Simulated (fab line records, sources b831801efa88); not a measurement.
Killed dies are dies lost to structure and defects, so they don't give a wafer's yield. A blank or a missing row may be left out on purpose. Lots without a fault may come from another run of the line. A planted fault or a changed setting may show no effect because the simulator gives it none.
fab line records | flow sky130
record lots=5 wafers=15 last_day=50
route steps=708 shown NWELL@66 PWDE@84 VT_ADJUST_HVTP@85 VT_ADJUST_LVTN@97
lots that met no fault: from a run of the same line without faults
start_h: hours from the record's first day to the start of the lot's first wafer shown | wait_h: hours since the lot's step before | " the same as in the row above | L1.1+2: a row that stands for several wafers | - no value, or no start given | * or withheld: withheld | < > ~ a bound
route shown NAME@n: a module of which the file shows steps, and the number in the route of the first | usual: mean/standard deviation of fault-free wafers | same: alike in all rows | chamber/n: place in a boat | sites: the reading at each site | _std_site: their standard deviation | _edge_site: outer sites' mean less inner sites' | radius_mm: how far each site lies from the wafer's centre | mask NAME#n: copy n | behind: the tool/chamber that last shaped the wafer | hold: why the lot was held/for how many hours/how that ended | device: the transistor (n, p or np) that didn't switch | end of line: the same wafers' tests at the end of the route | a step without rows: its recipe alone | killed: dies lost to structure and defects at the first sort, not the wafer's yield | map: a wafer's dies, x killed, . not, _ none there
set.NAME: the setting as run; set.NAME@STEP: as run at that earlier step | model.NAME: the simulator's own value behind a step, which no gauge read
lots at some steps of the route; a table a step, a row a wafer
services: from which hour (start_h, from the record's first day; less than 0 if before it) a tool's chamber was out of use, for how many hours, and why
## steps
# step SKY_NWELL_IMPLANT_13
# recipe species=P energy_kev=50 dose_cm2=7e+11 tilt_deg=withheld
# step SKY_NWELL_STRIP_14
# recipe chemistry=O2/N2 power_w=1400 pressure_mtorr=1500 platen_temp_c=withheld o2_flow_sccm=3000 n2_flow_sccm=300 overash_fraction=0.5
# usual drypump_motor_current_A=5.8/0.48 oes_product_au=0.722/0.0043 strip_time_to_endpoint_s=36.96/0.11
# columns lot.wafer tool chamber start_h wait_h drypump_motor_current_A oes_product_au rf_hours_counter_h strip_time_to_endpoint_s
L866.3 plasma_asher-03 0 119.51 0.1 6.3 0.720 - 37.15
L866.4 " 1 " " 5.7 0.726 - 37.05
L866.6 " 0 " " 6.3 0.726 - 37.04
L875.1 plasma_asher-02 1 171.08 0.1 5.5 0.724 5 36.92
L875.4 " 1 " " 5.5 0.723 - 36.90
L875.5 " 0 " " 5.9 0.724 - 36.90
L877.2 plasma_asher-03 1 183.90 0.1 5.7 0.721 49 36.98
L877.4 " 0 " " 6.3 0.713 - 37.00
L877.5 " 0 " " 6.3 0.728 - 37.05
L879.3 plasma_asher-01 0 198.67 0.1 4.9 0.723 - 37.09
L879.4 " 1 " " 6.3 0.729 - 37.21
L879.6 " 0 " " 4.9 0.723 - 37.11
L883.3 plasma_asher-03 1 236.29 0.1 5.7 0.729 - 36.85
L883.5 " 1 " " 5.7 0.716 - 36.89
L883.6 " 0 " " 6.3 0.723 - 36.99
# step SKY_NWELL_TW_MEAS_15
# usual NWELL_TW=1814/24
# columns lot.wafer tool chamber start_h wait_h NWELL_TW
L866.3 film_metro-03 - 119.65 0.1 1842
L866.4 " - " " 1862
L866.6 " - " " 1841
L875.1 film_metro-01 - 171.18 0.1 1795
L875.4 " - " " 1798
L875.5 " - " " 1787
L877.2 film_metro-02 - 184.01 0.1 1811
L877.4 " - " " 1823
L877.5 " - " " 1826
L879.3 film_metro-03 - 198.75 0.1 1845
L879.4 " - " " 1836
L879.6 " - " " 1829
L883.3 film_metro-01 - 236.37 0.1 1805
L883.5 " - " " 1801
L883.6 " - " " 1791
# step SKY_NWELL_DEHYDRATE_16
# recipe temp_c=200 time_s=60
# step SKY_NWELL_HMDS_17
# recipe prime_time_s=60 prime_temp_c=120
# step SKY_NWELL_COAT_18
# recipe spin_rpm=2000 resist_thk_nm=3000
# step SKY_NWELL_SOFTBAKE_19
# recipe temp_c=110 time_s=withheld
# step SKY_NWELL_EXPOSE_20
# recipe mask_id=NWM_COMPLEMENT na=0.6 source_shape=conventional sigma_outer=0.6 polarization=unpolarized target_cd_nm=840 dose_mj=260
# step SKY_NWELL_PEB_21
# recipe temp_c=115 time_s=withheld
# step SKY_NWELL_DEVELOP_22
# recipe wall_angle_deg=90 developer=TMAH develop_time_s=60 dev_temp_c=23
# step SKY_NWELL_OVL_MEAS_23
# usual NWELL_01_OVL=0.1/1.4
# columns lot.wafer tool chamber start_h wait_h NWELL_01_OVL[nm]
L866.3 overlay-02 - 138.91 - -0.5
L866.4 " - " " 0.7
L866.6 " - " " 0.6
L875.1 overlay-02 - 190.89 - 0.8
L875.4 " - " " -1.2
L875.5 " - " " 1.2
L877.2 overlay-01 - 204.35 - 0.6
L877.4 " - " " 2.5
L877.5 " - " " 1.2
L879.3 overlay-01 - 220.96 - -0.7
L879.4 " - " " -1.8
L879.6 " - " " -2.5
L883.3 overlay-01 - 259.80 - -0.4
L883.5 " - " " 1.5
L883.6 " - " " 1.0
# step SKY_NWELL_IMPLANT_24
# recipe species=B energy_kev=140 dose_cm2=9.2e+12 tilt_deg=withheld
# step SKY_NWELL_STRIP_25
# recipe chemistry=O2/N2 power_w=1400 pressure_mtorr=1500 platen_temp_c=withheld o2_flow_sccm=3000 n2_flow_sccm=300 overash_fraction=0.5
# usual drypump_motor_current_A=5.8/0.5 oes_product_au=0.722/0.0041 strip_time_to_endpoint_s=36.94/0.1
# columns lot.wafer tool chamber start_h wait_h drypump_motor_current_A oes_product_au rf_hours_counter_h strip_time_to_endpoint_s model.coat_of_NWELL_COAT_18.thk_nm
L866.3 plasma_asher-01 0 139.12 0.1 4.9 0.724 - 36.77 0
L866.4 " 1 " " 6.3 0.724 - 36.73 0
L866.6 " 1 " " 6.2 0.719 - 36.73 0
L875.1 plasma_asher-02 0 191.08 0.1 5.9 0.723 6 36.94 0
L875.4 " 0 " " 5.9 0.715 - 36.86 0
L875.5 " 1 " " 5.5 0.726 - 36.83 0
L877.2 plasma_asher-03 0 204.53 0.1 6.3 0.721 51 37.09 0
L877.4 " 1 " " 5.7 0.715 - 37.23 0
L877.5 " 0 " " 6.4 0.720 - 37.05 0
L879.3 plasma_asher-01 1 221.17 0.1 6.3 0.922 - - 1717
L879.4 " 0 " " 4.9 0.923 - - 1723
L879.6 " 1 " " 6.3 0.931 - - 1726
L883.3 plasma_asher-03 0 260.01 0.1 6.3 0.723 - 36.91 0
L883.5 " 1 " " 5.7 0.720 - 36.82 0
L883.6 " 0 " " 6.3 0.719 - 36.97 0
# step SKY_NWELL_TW_MEAS_26
# usual NWELL_2_TW=497/6.9
# columns lot.wafer tool chamber start_h wait_h NWELL_2_TW
L866.3 film_metro-03 - 139.20 0.1 506
L866.4 " - " " 509
L866.6 " - " " 509
L875.1 film_metro-01 - 191.18 0.1 490
L875.4 " - " " 487
L875.5 " - " " 491
L877.2 film_metro-01 - 204.64 0.1 489
L877.4 " - " " 488
L877.5 " - " " 492
L879.3 film_metro-03 - 221.25 0.1 507
L879.4 " - " " 506
L879.6 " - " " 505
L883.3 film_metro-01 - 260.10 0.1 492
L883.5 " - " " 490
L883.6 " - " " 493
# step SKY_NWELL_CLEAN_27
# recipe chemistry=SC1/SC2 mix=1:4:20 temp_c=70 time_s=150 dry=n2_spin
# step SKY_NWELL_RTA_28
# recipe temp_c=1050 time_s=30 idle_temp_c=650 ramp_up_c_per_s=150 ramp_down_c_per_s=90 ambient=N2
# usual lamp_power_pct=25.31/0.05 ramp_up_c_per_s=150.00/0.028 wafer_temp_C_max=1054.8/0.93
# same time_s=30
# columns lot.wafer tool chamber start_h wait_h lamp_power_pct ramp_up_c_per_s wafer_temp_C_max
L866.3 rtp_anneal-01 0 139.33 0.0 25.29 150.02 1053.3
L866.4 " 0 " " 25.26 149.95 1054.3
L866.6 " 0 " " 25.20 149.97 1055.0
L875.1 rtp_anneal-02 0 191.29 0.0 25.34 150.05 1055.2
L875.4 " 0 " " 25.21 150.03 1056.3
L875.5 " 0 " " 25.29 150.02 1055.6
L877.2 rtp_anneal-01 0 204.76 0.0 25.27 150.10 1054.3
L877.4 " 0 " " 25.34 150.05 1054.4
L877.5 " 0 " " 25.34 149.99 1055.5
L879.3 rtp_anneal-02 0 221.38 0.0 25.19 149.99 1054.2
L879.4 " 0 " " 25.33 150.02 1056.7
L879.6 " 0 " " 25.38 150.01 1053.7
L883.3 rtp_anneal-01 0 260.22 0.0 25.38 150.02 1055.9
L883.5 " 0 " " 25.29 149.99 1054.3
L883.6 " 0 " " 25.32 150.05 1055.5
# step SKY_NWELL_RS_MEAS_29
# recipe thk_meas_gauge=four-point-probe
# usual NWELL_RS=625.2/1.4
# columns lot.wafer tool chamber start_h wait_h NWELL_RS[ohm/sq]
L866.3 film_metro-02 - 139.43 0.1 627.9
L866.4 " - " " 627.5
L866.6 " - " " 627.7
L875.1 film_metro-03 - 191.39 0.1 625.0
L875.4 " - " " 624.4
L875.5 " - " " 625.4
L877.2 film_metro-02 - 204.87 0.1 625.7
L877.4 " - " " 624.1
L877.5 " - " " 624.2
L879.3 film_metro-01 - 221.48 0.1 625.3
L879.4 " - " " 626.4
L879.6 " - " " 625.9
L883.3 film_metro-03 - 260.33 0.1 623.0
L883.5 " - " " 623.5
L883.6 " - " " 624.8
# step SKY_NWELL_RS_MEAS_31
# recipe thk_meas_gauge=four-point-probe
# usual PWDE_RS=5280/21
# columns lot.wafer tool chamber start_h wait_h PWDE_RS[ohm/sq]
L866.3 film_metro-02 - 139.67 0.1 5322
L866.4 " - " " 5298
L866.6 " - " " 5308
L875.1 film_metro-03 - 191.63 0.1 5279
L875.4 " - " " 5263
L875.5 " - " " 5283
L877.2 film_metro-02 - 205.11 0.1 5256
L877.4 " - " " 5268
L877.5 " - " " 5262
L879.3 film_metro-01 - 221.72 0.1 5264
L879.4 " - " " 5280
L879.6 " - " " 5283
L883.3 film_metro-03 - 260.57 0.1 5298
L883.5 " - " " 5297
L883.6 " - " " 5313
# step SKY_VT_ADJUST_HVTP_DEHYDRATE_00
# recipe temp_c=200 time_s=60
# step SKY_VT_ADJUST_HVTP_HMDS_01
# recipe prime_time_s=60 prime_temp_c=120
# step SKY_VT_ADJUST_HVTP_COAT_02
# recipe resist=NOVOLAK spin_rpm=3000 resist_thk_nm=1140
# step SKY_VT_ADJUST_HVTP_SOFTBAKE_03
# recipe temp_c=90 time_s=60 resist=NOVOLAK
# step SKY_VT_ADJUST_HVTP_EXPOSE_04
# recipe mask_id=HVTPM na=0.6 source_shape=conventional sigma_outer=0.6 polarization=unpolarized target_cd_nm=380 dose_mj=140
# step SKY_VT_ADJUST_HVTP_PEB_05
# recipe temp_c=withheld time_s=* resist=NOVOLAK
# step SKY_VT_ADJUST_HVTP_DEVELOP_06
# recipe resist=NOVOLAK developer=TMAH develop_time_s=60 dev_temp_c=23
# step SKY_VT_ADJUST_HVTP_CD_MEAS_07
# recipe target_cd_nm=380
# usual cd_nm=380.0/2.5
# columns lot.wafer tool chamber start_h wait_h cd_nm
L866.3 cd_sem-02 - 157.96 0.1 379.8
L866.4 " - " " 380.9
L866.6 " - " " 382.3
L875.1 cd_sem-02 - 212.97 0.1 375.9
L875.4 " - " " 376.2
L875.5 " - " " 377.0
L877.2 cd_sem-01 - 227.42 0.1 376.3
L877.4 " - " " 379.4
L877.5 " - " " 377.3
L879.3 cd_sem-02 - 245.16 0.1 380.1
L879.4 " - " " 378.2
L879.6 " - " " 378.8
L883.3 cd_sem-02 - 284.84 0.1 380.5
L883.5 " - " " 376.1
L883.6 " - " " 377.6
# step SKY_VT_ADJUST_HVTP_OVL_MEAS_08
# usual VT_ADJUST_HVTP_OVL=0.0/1.6
# columns lot.wafer tool chamber start_h wait_h VT_ADJUST_HVTP_OVL[nm]
L866.3 overlay-02 - 158.05 0.1 -1.0
L866.4 " - " " 0.4
L866.6 " - " " 0.6
L875.1 overlay-02 - 213.09 0.1 -1.0
L875.4 " - " " -2.7
L875.5 " - " " -0.6
L877.2 overlay-02 - 227.52 0.1 -1.6
L877.4 " - " " -1.9
L877.5 " - " " 0.1
L879.3 overlay-02 - 245.25 0.1 -1.0
L879.4 " - " " -1.7
L879.6 " - " " -3.0
L883.3 overlay-02 - 284.93 0.1 1.9
L883.5 " - " " 1.4
L883.6 " - " " -0.5
# step SKY_VT_ADJUST_HVTP_IMPLANT_09
# recipe species=As energy_kev=150 dose_cm2=4.3e+12 tilt_deg=withheld
# step SKY_VT_ADJUST_HVTP_STRIP_10
# recipe chemistry=O2/N2 power_w=1400 pressure_mtorr=1500 platen_temp_c=withheld o2_flow_sccm=3000 n2_flow_sccm=300 overash_fraction=0.5
# usual drypump_motor_current_A=5.8/0.56 oes_product_au=0.715/0.0051 strip_time_to_endpoint_s=14.18/0.034
# columns lot.wafer tool chamber start_h wait_h drypump_motor_current_A oes_product_au rf_hours_counter_h strip_time_to_endpoint_s
L866.3 plasma_asher-02 0 158.26 0.1 5.9 0.703 - 14.19
L866.4 " 1 " " 5.5 0.719 - 14.17
L866.6 " 0 " " 5.9 0.717 - 14.18
L875.1 plasma_asher-02 1 213.27 0.1 5.5 0.721 8 14.20
L875.4 " 0 " " 5.9 0.712 - 14.18
L875.5 " 0 " " 5.9 0.720 - 14.17
L877.2 plasma_asher-01 0 227.70 0.1 4.9 0.711 56 14.19
L877.4 " 1 " " 6.3 0.718 - 14.16
L877.5 " 1 " " 6.3 0.724 - 14.17
L879.3 plasma_asher-04 0 245.46 0.1 6.6 0.722 - 39.82
L879.4 " 1 " " 5.8 0.731 - 39.90
L879.6 " 1 " " 5.7 0.727 - 39.91
L883.3 plasma_asher-01 0 285.14 0.1 4.9 0.715 - 14.22
L883.5 " 1 " " 6.3 0.719 - 14.16
L883.6 " 0 " " 4.9 0.699 - 14.16
# step SKY_VT_ADJUST_HVTP_TW_MEAS_11
# usual VT_ADJUST_HVTP_TW=1355/17
# columns lot.wafer tool chamber start_h wait_h VT_ADJUST_HVTP_TW
L866.3 film_metro-04 - 158.34 0.1 1364
L866.4 " - " " 1366
L866.6 " - " " 1354
L875.1 film_metro-03 - 213.37 0.1 1368
L875.4 " - " " 1369
L875.5 " - " " 1362
L877.2 film_metro-01 - 227.81 0.1 1328
L877.4 " - " " 1334
L877.5 " - " " 1326
L879.3 film_metro-01 - 245.54 0.1 30
L879.4 " - " " 30
L879.6 " - " " 30
L883.3 film_metro-04 - 285.22 0.1 1364
L883.5 " - " " 1365
L883.6 " - " " 1373
# step SKY_VT_ADJUST_LVTN_DEHYDRATE_00
# recipe temp_c=200 time_s=60
## services
# columns tool chamber start_h hours kind
plasma_asher-02 - 108.75 9.0 pm
plasma_asher-02 0 108.75 9.0 vent_cycle
plasma_asher-02 1 108.75 9.0 vent_cycle
plasma_asher-02 0 117.75 - clean
plasma_asher-02 1 117.75 - clean
plasma_asher-02 - 126.35 1.6 repair
plasma_asher-03 - 139.55 0.5 repair
plasma_asher-01 - 155.11 2.7 repair
plasma_asher-02 - 174.10 14.6 pm
plasma_asher-04 - 189.10 0.4 repair
plasma_asher-03 - 195.35 0.7 repair
plasma_asher-03 - 270.16 0.9 repair
plasma_asher-01 - 271.65 1.9 repair
## key
first_sign step=SKY_NWELL_STRIP_25 reading=oes_product_au direction=up sigmas=49 usual=0.722 struck=0.925
effect step=SKY_VT_ADJUST_HVTP_STRIP_10 reading=strip_time_to_endpoint_s direction=up sigmas=99+ usual=* struck=*
effect step=SKY_VT_ADJUST_HVTP_TW_MEAS_11 reading=VT_ADJUST_HVTP_TW direction=down sigmas=77 usual=1355 struck=30
model_effect step=SKY_NWELL_STRIP_25 value=coat_of_NWELL_COAT_18.thk_nm without=0 struck=1722
met_at SKY_NWELL_STRIP_25
struck_wafers L879.3,L879.4,L879.6
sort_left_out L879.3,L879.4,L879.6
tester_left_out L879
onset_between 139.12 221.17
fault kind=strip_aborted tool=plasma_asher-01 chamber=- onset_h=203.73 steps=SKY_NWELL_STRIP_25 offset=0.79487 end_h=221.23
# tester_left_out: of these lots the tester's yield and bins aren't shown, on N5 and GAA mostly nor the transistor test; their killed dies are dies lost to structure and defects alone, not to doping, threshold or leakage, so they don't give the yield
# sort_left_out: the simulated sort isn't trusted on such a fault, so these wafers' sort isn't shown, and their yield isn't known
